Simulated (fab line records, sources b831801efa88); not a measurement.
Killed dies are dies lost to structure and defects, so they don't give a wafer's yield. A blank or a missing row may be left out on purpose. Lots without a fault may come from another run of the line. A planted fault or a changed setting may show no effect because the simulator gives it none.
Problem report in the 8D (eight disciplines) form, filled by code | flow sky130 | the parts of the form that need people (team, actions taken, sign-off) are left out

1. THE PROBLEM
POLY_GATE_OXIDATION_THK at SKY_POLY_GATE_THK_MEAS_21 reads a mean of 6.38 nm on 9 wafers of 3 lots; wafers without a fault read 4.00 nm with a standard deviation of 0.08. That is +30 standard deviations from the usual mean.
First seen on wafer L169.1, day 20 16:22, on film_metro-01. The record holds 33 wafers of 11 lots with a number at this step. Rule for "out", or "out of limits": more than 4 standard deviations from the usual mean. The other wafers with a number count as sound.

2. WHAT IT IS AND WHAT IT IS NOT
question                    | is                                          | is not
which readings at this step | POLY_GATE_OXIDATION_THK                     | -
which lots                  | L169, L170, L173                            | L161, L162, L163, L165, L168, L178, L181, L182
which wafers of those lots  | all that have a number                      | -
read on which gauges        | film_metro-01, film_metro-02, film_metro-04 | -
when                        | from day 20 16:22                           | up to then (15 sound wafers); but 9 sound wafers of L178, L181, L182 came after

3. SUSPECTS, AND WHAT RULES EACH OUT
Counting: a tool at a process step up to the reading stays a suspect if it ran every lot that is out and no sound lot after the first of them.
- the gauge at SKY_POLY_GATE_THK_MEAS_21: ruled out. The wafers that are out were read on 3 gauges (film_metro-01, film_metro-02, film_metro-04).
- furnace-01 at SKY_POLY_GATE_OXIDATION_20 (stabilise 600 s, purge 300 s, target thk 4 nm): ruled out as a lasting fault. Sound lots L182 ran on it after its first lot that is out, L169 (day 20 15:07).
Left after counting: nothing in the record.

4. THE CAUSE (what the simulator had put in)
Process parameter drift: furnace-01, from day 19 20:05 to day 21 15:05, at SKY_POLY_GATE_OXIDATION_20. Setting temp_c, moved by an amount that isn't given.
Counting ruled it out, wrongly: the rule takes a fault to strike every lot that its tool runs from its start on, and this one did not.

5. THE CHAIN OF EFFECTS, in route order
Each row: a reading whose mean over the struck wafers that have a number lies more than 3 standard deviations from the usual. Only readings for which the record gives a usual standard deviation are gone through. hours: the time from each lot's start at the first step in this table that gives one to its start at this step, as a median over the lots. sigmas: the change in usual standard deviations.
hours | step                       | reading                 | usual   | on struck wafers | change | sigmas
0     | SKY_POLY_GATE_OXIDATION_20 | spike_tc_bottom_C       | 870.5 C | 909.1            | +38.6  | +26
0     | SKY_POLY_GATE_OXIDATION_20 | spike_tc_centre_C       | 850.6 C | 889.2            | +38.6  | +39
0     | SKY_POLY_GATE_OXIDATION_20 | spike_tc_lower_C        | 850.8 C | 888.8            | +38.0  | +38
0     | SKY_POLY_GATE_OXIDATION_20 | spike_tc_top_C          | 865.7 C | 902.4            | +36.7  | +28
0     | SKY_POLY_GATE_OXIDATION_20 | spike_tc_upper_C        | 849.9 C | 888.3            | +38.4  | +39
0     | SKY_POLY_GATE_OXIDATION_20 | zone_power_lower_pct    | 16.23 % | 17.86            | +1.63  | +7.8
0     | SKY_POLY_GATE_OXIDATION_20 | zone_power_top_pct      | 27.0 %  | 29.2             | +2.2   | +4.5
0     | SKY_POLY_GATE_OXIDATION_20 | zone_power_upper_pct    | 15.89 % | 17.39            | +1.50  | +9.4
1     | SKY_POLY_GATE_THK_MEAS_21  | POLY_GATE_OXIDATION_THK | 4.00 nm | 6.38             | +2.38  | +30
The process steps in it:
- SKY_POLY_GATE_OXIDATION_20: stabilise 600 s, purge 300 s, target thk 4 nm.

6. WHAT WOULD HAVE CAUGHT IT SOONER
In this record the first reading out of limits at a measuring or inspecting step was taken at day 20 16:22, 20 hours after the fault began at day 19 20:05.
The tool's own readings at SKY_POLY_GATE_OXIDATION_20 were out on every struck wafer that the step has a row for (spike_tc_bottom_C, spike_tc_centre_C, spike_tc_lower_C, spike_tc_top_C, spike_tc_upper_C, zone_power_lower_pct, zone_power_upper_pct): an alarm limit on them would have fired on the first of those.
